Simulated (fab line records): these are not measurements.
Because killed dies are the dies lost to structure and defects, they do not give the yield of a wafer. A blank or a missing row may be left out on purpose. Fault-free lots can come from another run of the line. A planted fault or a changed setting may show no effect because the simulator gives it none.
8D (eight disciplines) problem report, filled in by code || flow gf180mcu || the parts of the form that need people (team, actions taken, sign-off) are left out

== 1. THE PROBLEM ==
PASSIVATION_CVD_02_THK at GF_PASSIVATION_THK_MEAS_03 reads a mean of 410 nm on 2 wafers of 1 lot; wafers without a fault read 697 nm with a standard deviation of 9.8. Relative to the usual mean, that is a shift of -29 standard deviations.
Earliest sighting: wafer L943.2 on film metro-01 at day 32 00:17. The record holds 36 wafers of 12 lots with a number at this step. The rule behind "out" and "out of limits": a value lying over 4 standard deviations away from the usual mean. The other wafers with a number count as sound.

== 2. WHAT IT IS AND WHAT IT IS NOT ==
{"question": "which readings at this step", "is": "PASSIVATION_CVD_02_THK", "is not": "-"}
{"question": "which lots", "is": "L943", "is not": "L933, L934, L935, L936, L938, L940, L947, L948, L949, L950, L951"}
{"question": "which wafers of those lots", "is": "L943.2, L943.6", "is not": "L943.1"}
{"question": "read on which gauges", "is": "film metro-01", "is not": "film metro-03, film metro-04"}
{"question": "when", "is": "from day 32 00:17", "is not": "up to then (19 sound wafers); but 15 sound wafers of L947, L948, L949, L950, L951 came after"}

== 3. THE SUSPECTS, EACH WITH WHAT RULES IT OUT ==
Counting: any tool at a process step up to the reading remains a suspect provided it ran every lot that is out. Sound lots after the first of them don't rule it out here, since some wafers of a struck lot are sound.
- the gauge at GF_PASSIVATION_THK_MEAS_03: kept. All the wafers that are out were read on film metro-01, and no step on other tools shows them out.
- rie metal-02 at GF_TOP_METAL_METAL_ETCH_16 (etches the open film in Cl2/BCl3, stops on SiO2, target depth 1197 nm, time 199.5 s): kept. L943, the lot that is out, went through it at day 31 23:07; up to then, the latest sound lot through it was L940 at day 30 23:16.
- pecvd-02 at GF_PASSIVATION_CVD_02 (deposits Si3N4, target thk 700 nm, time 486.18 s): kept. L943, the lot that is out, went through it at day 31 23:59; up to then, the latest sound lot through it was L940 at day 31 00:07.
- Within rie metal-02 at GF_TOP_METAL_METAL_ETCH_16, the wafers that are out were processed in chamber 0 and their sound lot-mates in chamber 1.
- Within pecvd-02 at GF_PASSIVATION_CVD_02: the wafers that are out ran in chambers 0, 2; their sound lot-mates ran in chamber 1.
After the count, these remain: rie metal-02 at GF_TOP_METAL_METAL_ETCH_16, pecvd-02 at GF_PASSIVATION_CVD_02 and film metro-01 at GF_PASSIVATION_THK_MEAS_03.

== 4. THE CAUSE (what the simulator had put in) ==
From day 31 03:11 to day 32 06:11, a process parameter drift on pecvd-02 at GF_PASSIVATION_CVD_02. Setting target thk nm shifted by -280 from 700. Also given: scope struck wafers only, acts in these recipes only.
This tool is one of the 3 suspects left after counting.

== 5. THE CHAIN OF EFFECTS, in route order ==
Each row: a reading where the mean over the struck wafers with a number is more than 3 standard deviations away from the usual. Scope: only readings with a usual standard deviation given in the record; hours: median across lots of the time from each lot's start at the first step in this table that gives one to its start at this step; sigmas: change in usual standard deviations.
{"hours": 0, "step": "GF_PASSIVATION_THK_MEAS_03", "reading": "PASSIVATION_CVD_02_THK", "usual": "697 nm", "on struck wafers": 410, "change": -287, "sigmas": -29}

== 6. WHAT WOULD HAVE CAUGHT IT SOONER ==
In this record the first reading out of limits at a measuring or inspecting step was taken at day 32 00:17, 21 hours after the fault began at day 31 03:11.
No tool reading at GF_PASSIVATION_CVD_02 that has a usual standard deviation in the record was out on any struck wafer, so an alarm limit of 4 standard deviations on those readings would not have fired.
Lots out: 1; all had begun GF_PASSIVATION_CVD_02 on pecvd-02 by day 32 00:17. Holding the tool at that point would not have protected any of them.
